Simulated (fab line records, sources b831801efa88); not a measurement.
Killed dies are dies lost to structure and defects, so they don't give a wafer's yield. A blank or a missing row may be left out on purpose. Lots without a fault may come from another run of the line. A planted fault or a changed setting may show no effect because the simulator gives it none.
Which tool did it? | flow gf180mcu | 11 lots, 33 wafers sampled, at 6 steps of a route of 602

WHAT THE GAUGES READ, wafer by wafer
GF_M4_CD_MEAS_14: target cd 280 nm. Usual: cd_nm 280.0 nm, standard deviation 1.2.
lot  | measured     | on        | cd_nm (nm)        | flag
L230 | day 24 06:31 | cd_sem-02 | 277.5 278.4 280.0 |
L232 | day 24 23:20 | cd_sem-01 | 278.9 279.0 278.4 |
L233 | day 25 07:03 | cd_sem-01 | 282.0 282.1 281.8 |
L240 | day 27 16:52 | cd_sem-01 | 281.5 282.0 281.7 |
L242 | day 28 04:28 | cd_sem-01 | 280.9 280.5 280.8 |
L243 | day 28 08:19 | cd_sem-01 | 282.4 282.2 282.2 |
L244 | day 28 21:40 | cd_sem-01 | 274.2 271.7 272.5 | OFF
L245 | day 29 05:44 | cd_sem-02 | 271.9 272.1 273.4 | OFF
L246 | day 29 10:44 | cd_sem-01 | 279.7 278.6 279.2 |
L248 | day 30 12:22 | cd_sem-02 | 279.2 278.4 279.0 |
L250 | day 30 17:52 | cd_sem-01 | 279.8 281.8 281.2 |

GF_V4_THK_MEAS_01. Usual: V4_CVD_00_THK 601 nm, standard deviation 5.2.
lot  | measured     | on            | V4_CVD_00_THK (nm) | flag
L230 | day 24 07:23 | film_metro-04 | 601 598 604        |
L232 | day 25 00:30 | film_metro-01 | 604 608 605        |
L233 | day 25 07:57 | film_metro-04 | 604 605 596        |
L240 | day 27 17:45 | film_metro-04 | 584 587 590        |
L242 | day 28 05:21 | film_metro-01 | 607 599 603        |
L243 | day 28 09:18 | film_metro-01 | 600 605 593        |
L244 | day 28 22:40 | film_metro-04 | 598 605 600        |
L245 | day 29 06:37 | film_metro-04 | 603 610 599        |
L246 | day 29 12:38 | film_metro-01 | 596 600 592        |
L248 | day 30 13:22 | film_metro-01 | 603 604 600        |
L250 | day 30 18:46 | film_metro-01 | 601 593 599        |

WHICH TOOL RAN EACH LOT (tool, then ch and the chambers of the sampled wafers, then the start)
lot  | GF_M3_SPUTTER_04             | GF_V3_STRIP_18                       | GF_M4_COAT_09                     | GF_M4_STRIP_17
L230 | pvd_sputter-01, day 21 06:25 | plasma_asher-01 ch 0,1, day 23 06:16 | litho_track-03 ch 0, day 23 18:54 | plasma_asher-01 ch 0,1, day 24 06:47
L232 | pvd_sputter-01, day 22 02:01 | plasma_asher-03 ch 0,1, day 23 23:42 | litho_track-02 ch 0, day 24 12:18 | plasma_asher-03 ch 0,1, day 24 23:43
L233 | pvd_sputter-04, day 22 09:28 | plasma_asher-03 ch 0,1, day 24 08:03 | litho_track-02 ch 0, day 24 19:55 | plasma_asher-03 ch 0,1, day 25 07:19
L240 | pvd_sputter-02, day 24 22:23 | plasma_asher-03 ch 0,1, day 26 18:47 | litho_track-02 ch 0, day 27 06:28 | plasma_asher-03 ch 0,1, day 27 17:08
L242 | pvd_sputter-04, day 25 09:48 | plasma_asher-01 ch 0,1, day 27 06:13 | litho_track-02 ch 0, day 27 18:01 | plasma_asher-03 ch 0,1, day 28 04:44
L243 | pvd_sputter-02, day 25 15:28 | plasma_asher-01 ch 0,1, day 27 11:18 | litho_track-02 ch 0, day 27 22:01 | plasma_asher-04 ch 0,1, day 28 08:42
L244 | pvd_sputter-04, day 26 05:58 | plasma_asher-01 ch 0,1, day 28 01:01 | litho_track-02 ch 0, day 28 12:10 | plasma_asher-03 ch 0,1, day 28 21:56
L245 | pvd_sputter-04, day 26 15:02 | plasma_asher-03 ch 0,1, day 28 09:14 | litho_track-02 ch 0, day 28 20:09 | plasma_asher-03 ch 0,1, day 29 05:58
L246 | pvd_sputter-02, day 26 19:41 | plasma_asher-01 ch 0,1, day 28 14:22 | litho_track-03 ch 0, day 29 01:04 | plasma_asher-03 ch 0,1, day 29 10:59
L248 | pvd_sputter-01, day 28 00:22 | plasma_asher-02 ch 0,1, day 29 16:52 | litho_track-04 ch 0, day 30 03:16 | plasma_asher-04 ch 1, day 30 12:45
L250 | pvd_sputter-04, day 28 05:20 | plasma_asher-01 ch 0,1, day 29 21:37 | litho_track-03 ch 0, day 30 08:15 | plasma_asher-01 ch 0,1, day 30 18:08
- GF_M3_SPUTTER_04: material TiN, target thk 50 nm, time 41.7 s.
- GF_V3_STRIP_18: strips in O2/N2.
- GF_M4_COAT_09: resist thk 1000 nm.
- GF_M4_STRIP_17: strips in O2/N2.

WHAT THE TOOLS THEMSELVES READ (means of the sampled wafers that have a number; where no wafer has one, the mark that the record gives instead)
GF_M3_SPUTTER_04. Usual: throttle_valve_pct 29.7 %, standard deviation 1.5.
lot  | tool           | throttle_valve_pct (%) | flag
L230 | pvd_sputter-01 | 31.3                   |
L232 | pvd_sputter-01 | 29.6                   |
L233 | pvd_sputter-04 | 28.0                   |
L240 | pvd_sputter-02 | 30.8                   |
L242 | pvd_sputter-04 | 29.9                   |
L243 | pvd_sputter-02 | 30.0                   |
L244 | pvd_sputter-04 | 29.0                   |
L245 | pvd_sputter-04 | 29.6                   |
L246 | pvd_sputter-02 | 30.1                   |
L248 | pvd_sputter-01 | 29.6                   |
L250 | pvd_sputter-04 | 28.2                   |

GF_V3_STRIP_18. Usual: drypump_motor_current_A 5.7 A, standard deviation 0.38; heater_power_w 343 W, standard deviation 44; oes_product_au 0.592 a.u., standard deviation 0.0052.
lot  | tool            | drypump_motor_current_A (A) | heater_power_w (W) | oes_product_au (a.u.) | flag
L230 | plasma_asher-01 | 5.5                         | 335                | 0.590                 |
L232 | plasma_asher-03 | 5.9                         | 330                | 0.595                 |
L233 | plasma_asher-03 | 6.0                         | 330                | 0.590                 |
L240 | plasma_asher-03 | 6.1                         | 335                | 0.592                 |
L242 | plasma_asher-01 | 5.6                         | 317                | 0.594                 |
L243 | plasma_asher-01 | 5.6                         | 318                | 0.595                 |
L244 | plasma_asher-01 | 5.6                         | 318                | 0.590                 |
L245 | plasma_asher-03 | 5.9                         | 325                | 0.598                 |
L246 | plasma_asher-01 | 5.5                         | 337                | 0.594                 |
L248 | plasma_asher-02 | 5.3                         | 387                | 0.597                 |
L250 | plasma_asher-01 | 5.5                         | 329                | 0.596                 |

GF_M4_STRIP_17. Usual: drypump_motor_current_A 5.7 A, standard deviation 0.49; heater_power_w 331 W, standard deviation 32; oes_product_au 0.556 a.u., standard deviation 0.0045; strip_time_to_endpoint_s 7.87 s, standard deviation 0.036.
lot  | tool            | drypump_motor_current_A (A) | heater_power_w (W) | oes_product_au (a.u.) | strip_time_to_endpoint_s (s) | flag
L230 | plasma_asher-01 | 5.6                         | 320                | 0.558                 | 7.87                         |
L232 | plasma_asher-03 | 6.1                         | 332                | 0.556                 | 7.85                         |
L233 | plasma_asher-03 | 5.9                         | 328                | 0.554                 | 7.90                         |
L240 | plasma_asher-03 | 6.1                         | 338                | 0.553                 | 7.86                         |
L242 | plasma_asher-03 | 6.1                         | 338                | 0.560                 | 7.90                         |
L243 | plasma_asher-04 | 5.4                         | 311                | 0.555                 | 7.85                         |
L244 | plasma_asher-03 | 5.9                         | 330                | 0.490                 | 6.31                         | OFF
L245 | plasma_asher-03 | 5.9                         | 331                | 0.496                 | 6.38                         | OFF
L246 | plasma_asher-03 | 6.0                         | 326                | 0.558                 | 7.86                         |
L248 | plasma_asher-04 | 4.7                         | 381                | 0.555                 | 7.85                         |
L250 | plasma_asher-01 | 5.6                         | 320                | 0.557                 | 7.91                         |

THE ANSWER, worked out from the rows above alone
Rule: a lot is off if the mean of its wafers that have a number lies more than 3 standard deviations from the usual mean. A lot without any number at a reading at which 4 lots or more have one is off too. The other lots that the step has rows for count as sound. The gauges are gone through in route order, then the tools' own readings, and for those a lot's mean is taken as printed above. The first step at which some lot is off is used, and at that step the reading that is off furthest; a lot without a number counts as furthest.
Off: L244, L245, at GF_M4_CD_MEAS_14 (cd_nm).
A tool fits if, at a process step before that reading, it ran every lot that is off, and no sound lot after the first of them. The gauges at GF_M4_CD_MEAS_14 aren't tried: what is off there is off at GF_M4_STRIP_17 too, on other tools, and a gauge's error can't cause that. One fits: litho_track-02 at GF_M4_COAT_09. Its last sound lot is L243 (day 27 22:01), its first lot that is off L244 (day 28 12:10): a fault that began between those two fits.

WHAT THE SIMULATOR HAD PUT IN
Process parameter drift: litho_track-02, from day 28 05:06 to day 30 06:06, at GF_M4_COAT_09. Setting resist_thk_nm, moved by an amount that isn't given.
Lots struck among those shown: L244, L245. The rule above found the same.
